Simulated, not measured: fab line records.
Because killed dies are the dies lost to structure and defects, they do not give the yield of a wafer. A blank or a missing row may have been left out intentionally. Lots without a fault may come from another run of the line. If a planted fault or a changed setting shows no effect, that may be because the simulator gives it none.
What tool caused it? || flow gf180mcu || 36 wafers from 12 lots sampled at 5 of the route's 602 steps

== WHAT THE GAUGES SHOWED, per wafer ==
GF_VT_IMPLANT_OVL_MEAS_40.
{"lot": "L906", "measured": "day 7 17:53", "on": "overlay-02", "VT_IMPLANT_03_OVL (nm)": "-0.3 0.0 0.1"}
{"lot": "L907", "measured": "day 8 05:19", "on": "overlay-02", "VT_IMPLANT_03_OVL (nm)": "-2.9 -1.3 -1.1"}
{"lot": "L908", "measured": "day 8 09:16", "on": "overlay-02", "VT_IMPLANT_03_OVL (nm)": "1.0 1.2 0.4"}
{"lot": "L909", "measured": "day 8 16:43", "on": "overlay-02", "VT_IMPLANT_03_OVL (nm)": "1.0 0.6 0.7"}
{"lot": "L910", "measured": "day 9 00:32", "on": "overlay-01", "VT_IMPLANT_03_OVL (nm)": "-2.8 -1.4 -2.3"}
{"lot": "L911", "measured": "day 9 06:01", "on": "overlay-02", "VT_IMPLANT_03_OVL (nm)": "-3.3 -2.6 -2.9"}
{"lot": "L914", "measured": "day 10 06:31", "on": "overlay-01", "VT_IMPLANT_03_OVL (nm)": "1.9 0.5 0.1"}
{"lot": "L915", "measured": "day 10 06:52", "on": "overlay-01", "VT_IMPLANT_03_OVL (nm)": "0.0 1.6 -1.4"}
{"lot": "L918", "measured": "day 11 04:08", "on": "overlay-01", "VT_IMPLANT_03_OVL (nm)": "-0.9 1.0 -0.5"}
{"lot": "L925", "measured": "day 13 02:17", "on": "overlay-01", "VT_IMPLANT_03_OVL (nm)": "-1.6 -1.5 -1.9"}

GF_HV_LDD_OVL_MEAS_20.
{"lot": "L906", "measured": "day 11 02:39", "on": "overlay-01", "HV_LDD_01_OVL (nm)": "-1.6 -2.9 -1.4"}
{"lot": "L907", "measured": "day 11 13:31", "on": "overlay-02", "HV_LDD_01_OVL (nm)": "1.1 2.0 2.1"}
{"lot": "L908", "measured": "day 11 21:45", "on": "overlay-02", "HV_LDD_01_OVL (nm)": "-0.3 0.8 -0.3"}
{"lot": "L909", "measured": "day 12 03:30", "on": "overlay-01", "HV_LDD_01_OVL (nm)": "-1.3 -1.6 -0.4"}
{"lot": "L910", "measured": "day 12 10:19", "on": "overlay-02", "HV_LDD_01_OVL (nm)": "-0.9 0.1 -1.4"}
{"lot": "L911", "measured": "day 12 14:02", "on": "overlay-01", "HV_LDD_01_OVL (nm)": "-0.9 -0.8 -0.4"}
{"lot": "L914", "measured": "day 13 22:35", "on": "overlay-01", "HV_LDD_01_OVL (nm)": "0.7 0.4 0.6"}
{"lot": "L915", "measured": "day 13 22:17", "on": "overlay-01", "HV_LDD_01_OVL (nm)": "1.5 1.3 1.6"}
{"lot": "L918", "measured": "day 14 20:09", "on": "overlay-02", "HV_LDD_01_OVL (nm)": "-1.2 -2.7 -0.6"}
{"lot": "L925", "measured": "day 16 23:57", "on": "overlay-01", "HV_LDD_01_OVL (nm)": "-0.2 -0.3 -0.3"}

== TOOL THAT RAN EACH LOT (tool first, then ch and the chambers of the sampled wafers, then the start) ==
{"lot": "L906", "GF_STI_ETCH_13": "rie diel-01 ch 0,2,3, day 2 05:54", "GF_STI_STRIP_15": "plasma asher-01 ch 0,1, day 2 06:05", "GF_VT_IMPLANT_STRIP_42": "plasma asher-01 ch 0,1, day 7 18:04"}
{"lot": "L907", "GF_STI_ETCH_13": "rie diel-04 ch 0,2,3, day 2 12:17", "GF_STI_STRIP_15": "plasma asher-02 ch 0,1, day 2 12:30", "GF_VT_IMPLANT_STRIP_42": "plasma asher-01 ch 0,1, day 8 05:32"}
{"lot": "L908", "GF_STI_ETCH_13": "rie diel-03 ch 1,3, day 2 16:11", "GF_STI_STRIP_15": "plasma asher-01 ch 0,1, day 2 16:20", "GF_VT_IMPLANT_STRIP_42": "plasma asher-02 ch 0, day 8 09:27"}
{"lot": "L909", "GF_STI_ETCH_13": "rie diel-03 ch 0,3, day 2 21:30", "GF_STI_STRIP_15": "plasma asher-01 ch 0,1, day 2 21:39", "GF_VT_IMPLANT_STRIP_42": "plasma asher-01 ch 0,1, day 8 16:55"}
{"lot": "L910", "GF_STI_ETCH_13": "rie diel-01 ch 0,2,3, day 3 03:30", "GF_STI_STRIP_15": "plasma asher-01 ch 0,1, day 3 03:41", "GF_VT_IMPLANT_STRIP_42": "plasma asher-02 ch 0,1, day 9 00:44"}
{"lot": "L911", "GF_STI_ETCH_13": "rie diel-01 ch 0,2,3, day 3 09:23", "GF_STI_STRIP_15": "plasma asher-01 ch 0,1, day 3 09:34", "GF_VT_IMPLANT_STRIP_42": "plasma asher-03 ch 0,1, day 9 06:14"}
{"lot": "L914", "GF_STI_ETCH_13": "rie diel-03 ch 0,2, day 4 00:15", "GF_STI_STRIP_15": "plasma asher-02 ch 0,1, day 4 00:24", "GF_VT_IMPLANT_STRIP_42": "plasma asher-03 ch 0,1, day 10 06:42"}
{"lot": "L915", "GF_STI_ETCH_13": "rie diel-01 ch 0,2,3, day 4 04:47", "GF_STI_STRIP_15": "plasma asher-04 ch 0,1, day 4 04:57", "GF_VT_IMPLANT_STRIP_42": "plasma asher-01 ch 0,1, day 10 07:04"}
{"lot": "L918", "GF_STI_ETCH_13": "rie diel-03 ch 0,1, day 4 21:09", "GF_STI_STRIP_15": "plasma asher-01 ch 0,1, day 4 21:20", "GF_VT_IMPLANT_STRIP_42": "plasma asher-01 ch 0,1, day 11 04:21"}
{"lot": "L919", "GF_STI_ETCH_13": "rie diel-01 ch 0,2, day 5 01:43", "GF_STI_STRIP_15": "plasma asher-02 ch 0,1, day 5 01:53", "GF_VT_IMPLANT_STRIP_42": "-"}
{"lot": "L920", "GF_STI_ETCH_13": "rie diel-01 ch 0,1,2, day 5 06:57", "GF_STI_STRIP_15": "plasma asher-02 ch 0,1, day 5 07:06", "GF_VT_IMPLANT_STRIP_42": "-"}
{"lot": "L925", "GF_STI_ETCH_13": "rie diel-04 ch 1,2, day 6 08:44", "GF_STI_STRIP_15": "plasma asher-02 ch 0,1, day 6 08:55", "GF_VT_IMPLANT_STRIP_42": "plasma asher-03 ch 0,1, day 13 02:30"}
- GF_STI_ETCH_13: etches the open film in CHF3/O2, stops on Si, target depth 282.31 nm, time 112.9 s.
- GF_STI_STRIP_15: strips in O2/N2.
- GF_VT_IMPLANT_STRIP_42: strips in O2/N2.

== AS READ BY THE TOOLS THEMSELVES (means over the sampled wafers that have a number; for cases with no such wafer, the mark the record gives instead) ==
GF_STI_ETCH_13.
{"lot": "L906", "tool": "rie diel-01", "O2_flow_sccm (sccm)": 5.007, "bias w (W)": 199.5, "drypump motor current A (A)": 5.6, "oes product au (a.u.)": 0.834, "throttle valve pct (%)": 8.808}
{"lot": "L907", "tool": "rie diel-04", "O2_flow_sccm (sccm)": 4.987, "bias w (W)": 200.6, "drypump motor current A (A)": 5.5, "oes product au (a.u.)": 0.832, "throttle valve pct (%)": 8.810}
{"lot": "L908", "tool": "rie diel-03", "O2_flow_sccm (sccm)": 5.012, "bias w (W)": 199.8, "drypump motor current A (A)": 6.0, "oes product au (a.u.)": 0.838, "throttle valve pct (%)": 8.813}
{"lot": "L909", "tool": "rie diel-03", "O2_flow_sccm (sccm)": 4.998, "bias w (W)": 199.7, "drypump motor current A (A)": 6.1, "oes product au (a.u.)": 0.839, "throttle valve pct (%)": 8.807}
{"lot": "L910", "tool": "rie diel-01", "O2_flow_sccm (sccm)": 5.010, "bias w (W)": 200.0, "drypump motor current A (A)": 5.6, "oes product au (a.u.)": 0.829, "throttle valve pct (%)": 8.816}
{"lot": "L911", "tool": "rie diel-01", "O2_flow_sccm (sccm)": 5.015, "bias w (W)": 199.4, "drypump motor current A (A)": 5.6, "oes product au (a.u.)": 0.831, "throttle valve pct (%)": 8.810}
{"lot": "L914", "tool": "rie diel-03", "O2_flow_sccm (sccm)": 5.010, "bias w (W)": 198.8, "drypump motor current A (A)": 6.3, "oes product au (a.u.)": 0.829, "throttle valve pct (%)": 8.808}
{"lot": "L915", "tool": "rie diel-01", "O2_flow_sccm (sccm)": 5.001, "bias w (W)": 199.7, "drypump motor current A (A)": 5.6, "oes product au (a.u.)": 0.828, "throttle valve pct (%)": 8.802}
{"lot": "L918", "tool": "rie diel-03", "O2_flow_sccm (sccm)": 5.021, "bias w (W)": 200.1, "drypump motor current A (A)": 5.9, "oes product au (a.u.)": 0.838, "throttle valve pct (%)": 8.815}
{"lot": "L919", "tool": "rie diel-01", "O2_flow_sccm (sccm)": "-", "bias w (W)": "-", "drypump motor current A (A)": "-", "oes product au (a.u.)": "-", "throttle valve pct (%)": "-"}
{"lot": "L920", "tool": "rie diel-01", "O2_flow_sccm (sccm)": "-", "bias w (W)": "-", "drypump motor current A (A)": "-", "oes product au (a.u.)": "-", "throttle valve pct (%)": "-"}
{"lot": "L925", "tool": "rie diel-04", "O2_flow_sccm (sccm)": 5.011, "bias w (W)": 199.4, "drypump motor current A (A)": 6.1, "oes product au (a.u.)": 0.826, "throttle valve pct (%)": 8.807}

GF_STI_STRIP_15.
{"lot": "L906", "tool": "plasma asher-01", "drypump motor current A (A)": 6.1, "heater power w (W)": 297, "oes product au (a.u.)": 0.389, "strip time to endpoint s (s)": 3.75}
{"lot": "L907", "tool": "plasma asher-02", "drypump motor current A (A)": 6.1, "heater power w (W)": 344, "oes product au (a.u.)": 0.388, "strip time to endpoint s (s)": 3.70}
{"lot": "L908", "tool": "plasma asher-01", "drypump motor current A (A)": 5.8, "heater power w (W)": 309, "oes product au (a.u.)": 0.385, "strip time to endpoint s (s)": 3.67}
{"lot": "L909", "tool": "plasma asher-01", "drypump motor current A (A)": 5.8, "heater power w (W)": 305, "oes product au (a.u.)": 0.379, "strip time to endpoint s (s)": 3.67}
{"lot": "L910", "tool": "plasma asher-01", "drypump motor current A (A)": 6.0, "heater power w (W)": 297, "oes product au (a.u.)": 0.383, "strip time to endpoint s (s)": 3.77}
{"lot": "L911", "tool": "plasma asher-01", "drypump motor current A (A)": 6.1, "heater power w (W)": 294, "oes product au (a.u.)": 0.384, "strip time to endpoint s (s)": 3.72}
{"lot": "L914", "tool": "plasma asher-02", "drypump motor current A (A)": 6.1, "heater power w (W)": 342, "oes product au (a.u.)": 0.380, "strip time to endpoint s (s)": 3.68}
{"lot": "L915", "tool": "plasma asher-04", "drypump motor current A (A)": 5.5, "heater power w (W)": 317, "oes product au (a.u.)": 0.383, "strip time to endpoint s (s)": 3.70}
{"lot": "L918", "tool": "plasma asher-01", "drypump motor current A (A)": 5.8, "heater power w (W)": 309, "oes product au (a.u.)": 0.380, "strip time to endpoint s (s)": 3.68}
{"lot": "L919", "tool": "plasma asher-02", "drypump motor current A (A)": 6.0, "heater power w (W)": 336, "oes product au (a.u.)": 0.485, "strip time to endpoint s (s)": 6.24}
{"lot": "L920", "tool": "plasma asher-02", "drypump motor current A (A)": 6.0, "heater power w (W)": 340, "oes product au (a.u.)": 0.494, "strip time to endpoint s (s)": 6.26}
{"lot": "L925", "tool": "plasma asher-02", "drypump motor current A (A)": 6.0, "heater power w (W)": 343, "oes product au (a.u.)": 0.385, "strip time to endpoint s (s)": 3.76}

GF_VT_IMPLANT_STRIP_42.
{"lot": "L906", "tool": "plasma asher-01", "drypump motor current A (A)": 5.8, "heater power w (W)": 312, "oes product au (a.u.)": 0.715, "strip time to endpoint s (s)": 12.57}
{"lot": "L907", "tool": "plasma asher-01", "drypump motor current A (A)": 5.8, "heater power w (W)": 311, "oes product au (a.u.)": 0.713, "strip time to endpoint s (s)": 12.61}
{"lot": "L908", "tool": "plasma asher-02", "drypump motor current A (A)": 6.1, "heater power w (W)": 335, "oes product au (a.u.)": 0.718, "strip time to endpoint s (s)": 12.65}
{"lot": "L909", "tool": "plasma asher-01", "drypump motor current A (A)": 5.8, "heater power w (W)": 308, "oes product au (a.u.)": 0.715, "strip time to endpoint s (s)": 12.66}
{"lot": "L910", "tool": "plasma asher-02", "drypump motor current A (A)": 6.1, "heater power w (W)": 336, "oes product au (a.u.)": 0.719, "strip time to endpoint s (s)": 12.67}
{"lot": "L911", "tool": "plasma asher-03", "drypump motor current A (A)": 5.4, "heater power w (W)": 348, "oes product au (a.u.)": 0.714, "strip time to endpoint s (s)": 12.63}
{"lot": "L914", "tool": "plasma asher-03", "drypump motor current A (A)": 5.4, "heater power w (W)": 345, "oes product au (a.u.)": 0.717, "strip time to endpoint s (s)": 12.58}
{"lot": "L915", "tool": "plasma asher-01", "drypump motor current A (A)": 5.8, "heater power w (W)": 308, "oes product au (a.u.)": 0.715, "strip time to endpoint s (s)": 12.60}
{"lot": "L918", "tool": "plasma asher-01", "drypump motor current A (A)": 6.1, "heater power w (W)": 295, "oes product au (a.u.)": 0.716, "strip time to endpoint s (s)": 12.59}
{"lot": "L925", "tool": "plasma asher-03", "drypump motor current A (A)": 5.9, "heater power w (W)": 323, "oes product au (a.u.)": 0.715, "strip time to endpoint s (s)": 12.67}

== THE ANSWER, worked out from the rows above alone ==
Rule: the usual values come from the lots themselves. Put in order of their means at a reading, lots are off if they are a third of the lots or fewer, leave a main group of 4 or more, and stand apart from it by a gap of 3 or more times the standard deviation of the main group's means; of several such gaps the widest counts. A main group whose means are all the same, to the digits that the tables above print for the reading, isn't used. Also off: a lot with no number at a reading for which 4 or more lots have one. Any other lot the step has rows for is counted as sound. The gauges are gone through in route order, then the tools' own readings, and for those a lot's mean is taken as printed above. At the first step where some lot is off, the reading lying furthest off is the one used; lots without a number count as furthest.
Off: L919, L920, at GF_STI_ETCH_13 (O2_flow_sccm). Without a number there: L919, L920. For the main group the mean is 5.007 sccm and the standard deviation 0.0091.
A tool fits if, at that step or a process step before it, it ran every lot that is off, and no sound lot after the first of them. One fits: rie diel-01 at GF_STI_ETCH_13. A fault onset in the window from L915 (day 4 04:47, its last sound lot) to L919 (day 5 01:43, its first lot off) fits.
Blank at GF_STI_ETCH_13 on the lots that are off, where sound lots have numbers: O2_flow_sccm, bias w, drypump motor current A, oes product au, throttle valve pct.

== WHAT THE SIMULATOR HAD PUT IN ==
Beginning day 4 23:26, the whole step at GF_STI_ETCH_13 was skipped on rie diel-01. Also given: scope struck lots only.
Struck lots among those shown: L919, L920. Same finding as the rule above.
